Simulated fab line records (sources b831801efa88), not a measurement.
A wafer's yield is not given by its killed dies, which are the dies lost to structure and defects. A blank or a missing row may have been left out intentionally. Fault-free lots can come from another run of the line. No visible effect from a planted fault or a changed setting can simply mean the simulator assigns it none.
Chamber matching || flow sky130 || cmp-01 running SKY_VIA1_CMP_24: 4 sister chambers
The step polishes, stops on SiO2, t overpolish 15 s, target thk 0 nm. 8 wafers are shown with their chamber, then 12 later ones without.

WAFERS PAIRED WITH THEIR CHAMBERS
{"wafer": "L087.3", "chamber": 3, "motor-current-A (A)": 8.4, "overpolish-run-s (s)": 14.996}
{"wafer": "L088.5", "chamber": 0, "motor-current-A (A)": 11.3, "overpolish-run-s (s)": 14.988}
{"wafer": "L088.6", "chamber": 1, "motor-current-A (A)": 10.3, "overpolish-run-s (s)": 14.998}
{"wafer": "L088.2", "chamber": 3, "motor-current-A (A)": 8.9, "overpolish-run-s (s)": 14.977}
{"wafer": "L088.4", "chamber": 1, "motor-current-A (A)": 9.6, "overpolish-run-s (s)": 14.997}
{"wafer": "L089.1", "chamber": 0, "motor-current-A (A)": 11.4, "overpolish-run-s (s)": 14.998}
{"wafer": "L089.2", "chamber": 2, "motor-current-A (A)": 10.6, "overpolish-run-s (s)": 15.004}
{"wafer": "L089.5", "chamber": 2, "motor-current-A (A)": 10.8, "overpolish-run-s (s)": 14.989}

WAFERS WITH NO CHAMBER GIVEN
{"wafer": "L090.2", "motor-current-A (A)": 10.9, "overpolish-run-s (s)": 15.002}
{"wafer": "L090.4", "motor-current-A (A)": 9.0, "overpolish-run-s (s)": 15.004}
{"wafer": "L090.5", "motor-current-A (A)": 8.5, "overpolish-run-s (s)": 15.006}
{"wafer": "L092.1", "motor-current-A (A)": 10.0, "overpolish-run-s (s)": 14.994}
{"wafer": "L092.3", "motor-current-A (A)": 12.1, "overpolish-run-s (s)": 14.994}
{"wafer": "L092.4", "motor-current-A (A)": 10.8, "overpolish-run-s (s)": 14.997}
{"wafer": "L094.1", "motor-current-A (A)": 10.8, "overpolish-run-s (s)": 15.005}
{"wafer": "L094.5", "motor-current-A (A)": 11.2, "overpolish-run-s (s)": 15.006}
{"wafer": "L094.6", "motor-current-A (A)": 10.3, "overpolish-run-s (s)": 14.991}
{"wafer": "L096.1", "motor-current-A (A)": 12.0, "overpolish-run-s (s)": 14.988}
{"wafer": "L096.5", "motor-current-A (A)": 8.8, "overpolish-run-s (s)": 14.995}
{"wafer": "L096.6", "motor-current-A (A)": 11.5, "overpolish-run-s (s)": 15.013}

THE CHAMBER EACH PASSED THROUGH
{"wafer": "L090.2", "from the rows above": "can't be placed: 2 or 0", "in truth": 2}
{"wafer": "L090.4", "from the rows above": "can't be placed: 3 or 1", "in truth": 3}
{"wafer": "L090.5", "from the rows above": 3, "in truth": 3}
{"wafer": "L092.1", "from the rows above": "can't be placed: 1 or 2", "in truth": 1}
{"wafer": "L092.3", "from the rows above": 0, "in truth": 0}
{"wafer": "L092.4", "from the rows above": "can't be placed: 2 or 0", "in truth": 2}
{"wafer": "L094.1", "from the rows above": "can't be placed: 2 or 0 or 1", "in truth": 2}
{"wafer": "L094.5", "from the rows above": "can't be placed: 0 or 2", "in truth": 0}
{"wafer": "L094.6", "from the rows above": "can't be placed: 1 or 2", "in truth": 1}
{"wafer": "L096.1", "from the rows above": 0, "in truth": 0}
{"wafer": "L096.5", "from the rows above": 3, "in truth": 3}
{"wafer": "L096.6", "from the rows above": "can't be placed: 0 or 2", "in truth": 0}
Placed correctly: 4 of 12. Cannot be placed on the basis of these rows: 8; the candidates contain the true chamber in 8. Wrongly placed: 0.
How it was worked out, from the rows above alone: a wafer's distance from a chamber is the root of the sum, over the readings, of the square of ((its reading less the chamber's mean) divided by the reading's scatter). If the next closest chamber is less than 2 further off than the closest, the wafer can't be placed; otherwise it belongs to the closest. The mean given for a chamber averages the wafers shown for that chamber. How the scatter is found: for the shown wafers, subtract from each reading the mean of its chamber, square and add these, divide the total by (wafers less chambers), then take the root.
